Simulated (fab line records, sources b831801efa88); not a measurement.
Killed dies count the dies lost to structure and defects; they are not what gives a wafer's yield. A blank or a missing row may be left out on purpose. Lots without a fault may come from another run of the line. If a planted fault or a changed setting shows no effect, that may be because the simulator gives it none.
Problem report, 8D (eight disciplines) form, completed by code ; flow sky130 ; the parts of the form that need people (team, actions taken, sign-off) are left out

== 1. WHAT IS WRONG ==
Mean GATE_OXIDE_TW at SKY_GATE_OXIDE_TW_MEAS_14: 204.0 over 6 wafers in 2 lots; fault-free wafers: 226.0, standard deviation 2. That is -11 standard deviations from the usual mean.
Seen first at day 16 11:18 on film-metro-03, wafer L790.1. Wafers with a number at this step in the record: 36, from 12 lots. Rule for "out", or "out of limits": more than 4 standard deviations from the usual mean. The rest of the wafers with a number are treated as sound.

== 2. WHAT THIS IS AND IS NOT ==
question;is;is not
which readings at this step;GATE_OXIDE_TW;-
which lots;L790, L791;L783, L784, L785, L787, L788, L789, L801, L804, L805, L806
which wafers of those lots;all that have a number;-
read on which gauges;film-metro-03, film-metro-04;film-metro-01
when;from day 16 11:18;"up to then (18 sound wafers); but 12 sound wafers of L801, L804, L805, L806 came after"

== 3. SUSPECTS, AND WHAT RULES EACH OUT ==
Counting: a tool at a process step up to the reading stays a suspect if it ran every lot that is out and no sound lot after the first of them.
- ruled out: the gauge at SKY_GATE_OXIDE_TW_MEAS_14. The wafers that are out were read on 2 gauges (film-metro-03, film-metro-04).
- implanter-03 at SKY_GATE_OXIDE_IMPLANT_11: ruled out as a lasting fault. After its first lot that is out, L790 (day 16 10:56), sound lots L804, L806 ran on it.
Left after counting: nothing in the record.

== 4. THE CAUSE (what the simulator had put in) ==
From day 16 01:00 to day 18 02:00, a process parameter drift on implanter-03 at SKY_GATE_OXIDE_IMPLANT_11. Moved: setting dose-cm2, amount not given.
Counting ruled it out, wrongly: the rule takes a fault to strike every lot that its tool runs from its start on, and this one did not.

== 5. THE CHAIN OF EFFECTS, in route order ==
Each row: a reading where the mean over the struck wafers with a number is more than 3 standard deviations away from the usual. Scope: only readings with a usual standard deviation given in the record; hours: median across lots of the time from each lot's start at the first step in this table that gives one to its start at this step; sigmas: change in usual standard deviations.
hours;step;reading;usual;on struck wafers;change;sigmas
0;SKY_GATE_OXIDE_IMPLANT_11;dose-ions-cm2;2.6002e+12;1.8251e+12;-7.7507e+11;-99 or more
0;SKY_GATE_OXIDE_IMPLANT_11;faraday-current-uA;14.6;10.3;-4.2;-13
0;SKY_GATE_OXIDE_TW_MEAS_14;GATE_OXIDE_TW;226.0;204.0;-22.0;-11
The process steps in it:
- SKY_GATE_OXIDE_IMPLANT_11
Later steps that measure or inspect, where all struck wafers having a row at the step show a number for every such reading and not one has moved that far: SKY_POLY_GATE_CD_MEAS_22.

== 6. HOW IT WOULD HAVE BEEN CAUGHT EARLIER ==
In this record the first reading out of limits at a measuring or inspecting step was taken at day 16 11:18, 10 hours after the fault began at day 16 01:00.
Tool's own readings at SKY_GATE_OXIDE_IMPLANT_11, dose-ions-cm2, faraday-current-uA: out on all struck wafers the step has rows for; an alarm limit on them would have tripped on the first.
